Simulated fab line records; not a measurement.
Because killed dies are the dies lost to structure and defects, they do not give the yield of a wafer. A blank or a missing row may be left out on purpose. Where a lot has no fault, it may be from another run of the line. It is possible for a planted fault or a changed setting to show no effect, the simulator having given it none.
Split-lot experiment / flow sfq-line / on a route of 325 steps: 4 lots, 10 wafers read

== ABOUT THE SPLIT ==
At SFQ_TRILAYER_M6_LITHO_COAT_164 (resist thk 62 nm), the setting resist-thk-nm was moved away from the recipe's 62 nm on 2 of the 10 wafers read, by -3.2% to -1.7%. This setting was run at the recipe's value on the other wafers.

== FROM THE SPLIT TO THE READING: what the file shows between them, 3 steps ==
- SFQ_TRILAYER_M6_LITHO_COAT_159: resist thk 600 nm
- SFQ_TRILAYER_M6_LITHO_SOFTBAKE_163
- SFQ_TRILAYER_M6_LITHO_DEVELOP_161: time 60 s

== THE READING ==
etch.depth-nm (the simulator's own value, which no gauge read), in nm, at SFQ_TRILAYER_M6_BARC_OPEN_METAL_ETCH_206 (etches BARC in O2, target depth 125 nm, time 41.7 s). There is no usual value for it anywhere in the file. Across the 8 wafers here that went through the recipe, the average is 62.03 nm and the standard deviation 0.13 nm.

wafer=L075.3; tool, chamber at the split=litho-track-02, 0; resist-thk-nm as run, nm=62; against the recipe=recipe; etch.depth-nm, nm=62.04; against lot-mates on the recipe=-
wafer=L075.4; tool, chamber at the split=litho-track-02, 0; resist-thk-nm as run, nm=62; against the recipe=recipe; etch.depth-nm, nm=61.95; against lot-mates on the recipe=-
wafer=L076.2; tool, chamber at the split=litho-track-02, 0; resist-thk-nm as run, nm=62; against the recipe=recipe; etch.depth-nm, nm=62.18; against lot-mates on the recipe=-
wafer=L076.4; tool, chamber at the split=litho-track-02, 0; resist-thk-nm as run, nm=60.96; against the recipe=-1.7%; etch.depth-nm, nm=61.08; against lot-mates on the recipe=-1.10
wafer=L082.1; tool, chamber at the split=litho-track-03, 0; resist-thk-nm as run, nm=62; against the recipe=recipe; etch.depth-nm, nm=62.03; against lot-mates on the recipe=-
wafer=L082.2; tool, chamber at the split=litho-track-03, 0; resist-thk-nm as run, nm=62; against the recipe=recipe; etch.depth-nm, nm=61.82; against lot-mates on the recipe=-
wafer=L082.4; tool, chamber at the split=litho-track-03, 0; resist-thk-nm as run, nm=62; against the recipe=recipe; etch.depth-nm, nm=61.87; against lot-mates on the recipe=-
wafer=L085.1; tool, chamber at the split=litho-track-03, 0; resist-thk-nm as run, nm=60.03; against the recipe=-3.2%; etch.depth-nm, nm=60.32; against lot-mates on the recipe=-1.84
wafer=L085.4; tool, chamber at the split=litho-track-03, 0; resist-thk-nm as run, nm=62; against the recipe=recipe; etch.depth-nm, nm=62.16; against lot-mates on the recipe=-
wafer=L085.6; tool, chamber at the split=litho-track-03, 0; resist-thk-nm as run, nm=62; against the recipe=recipe; etch.depth-nm, nm=62.17; against lot-mates on the recipe=-

THE FIT
A straight line over all 10 wafers: etch.depth-nm changes by +0.543 nm for each +1% of resist-thk-nm; r = +0.98; the points scatter about the line by 0.13 nm.
The same after taking each lot's own level away (the mean of its wafers on the recipe; 10 wafers): +0.595 nm for each +1%; r = +0.99; scatter 0.071 nm.
Per that fit: largest resist-thk-nm move, reading shift of 1.9 nm.
Across the lots, their own levels run from 61.907 to 62.180 nm, a range of 2.1 times the standard deviation given above.
Consequently the slope shifts little with the lot-to-lot level, the two slopes agreeing.
Check: with one of the wafers moved furthest among these (-3.2%) left out of the fit, the line predicts -2.08 nm for it against its lot-mates. Against them it came out at -1.84 nm.

== OTHER SPLITS APPLIED TO THESE WAFERS ==
These wafers also went through other splits before the reading. Each is held against what the fit with the lots' levels taken away leaves over:
other split on the same wafers=SFQ_TRILAYER_I4_VIA_BARC_OPEN_VIA_ETCH_146 time-s; wafers away from the commonest value=1; r with etch.depth-nm (lot level and that fit taken away)=+0.21
other split on the same wafers=SFQ_TRILAYER_JJ_TRILAYER_DEP_SPUTTER_110 chamber-pressure-pa; wafers away from the commonest value=7; r with etch.depth-nm (lot level and that fit taken away)=-0.26
other split on the same wafers=SFQ_TRILAYER_JJ_CE_LITHO_COAT_114 resist-thk-nm; wafers away from the commonest value=1; r with etch.depth-nm (lot level and that fit taken away)=+0.03
other split on the same wafers=SFQ_TRILAYER_M5_LITHO_EXPOSE_124 dose-mj; wafers away from the commonest value=4; r with etch.depth-nm (lot level and that fit taken away)=+0.01
other split on the same wafers=SFQ_TRILAYER_M5_BARC_OPEN_METAL_ETCH_161 pressure-mtorr; wafers away from the commonest value=5; r with etch.depth-nm (lot level and that fit taken away)=+0.16
other split on the same wafers=SFQ_TRILAYER_R5_LITHO_COAT_136 spin-rpm; wafers away from the commonest value=1; r with etch.depth-nm (lot level and that fit taken away)=-0.51
other split on the same wafers=SFQ_TRILAYER_I5_LITHO_PEB_147 peb-time-s; wafers away from the commonest value=2; r with etch.depth-nm (lot level and that fit taken away)=+0.04
other split on the same wafers=SFQ_TRILAYER_C5_LITHO_COAT_156 resist-thk-nm; wafers away from the commonest value=2; r with etch.depth-nm (lot level and that fit taken away)=+0.23
other split on the same wafers=SFQ_TRILAYER_C5_BARC_OPEN_VIA_ETCH_210 bias-w; wafers away from the commonest value=1; r with etch.depth-nm (lot level and that fit taken away)=-0.06

== THE WHOLE CHAIN: every reading that the file lists as answering this split, in the file's order ==
step=SFQ_TRILAYER_M6_LITHO_COAT_164; what it does=resist thk 62 nm; reading=BARC_of_TRILAYER_M6_LITHO_COAT_164.thk-nm (the simulator's own value, which no gauge read); change (the file's fit)=+0.609 nm for each +1% of the setting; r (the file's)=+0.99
step=SFQ_TRILAYER_M6_BARC_OPEN_METAL_ETCH_206; what it does=etches BARC in O2, target depth 125 nm, time 41.7 s; reading=etch.depth-nm (the simulator's own value, which no gauge read); change (the file's fit)=+0.594 nm for each +1% of the setting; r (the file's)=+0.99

== THE FILE'S OWN FIT ==
etch.depth-nm changes by +0.594 nm for each +1% of resist-thk-nm, r = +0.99.
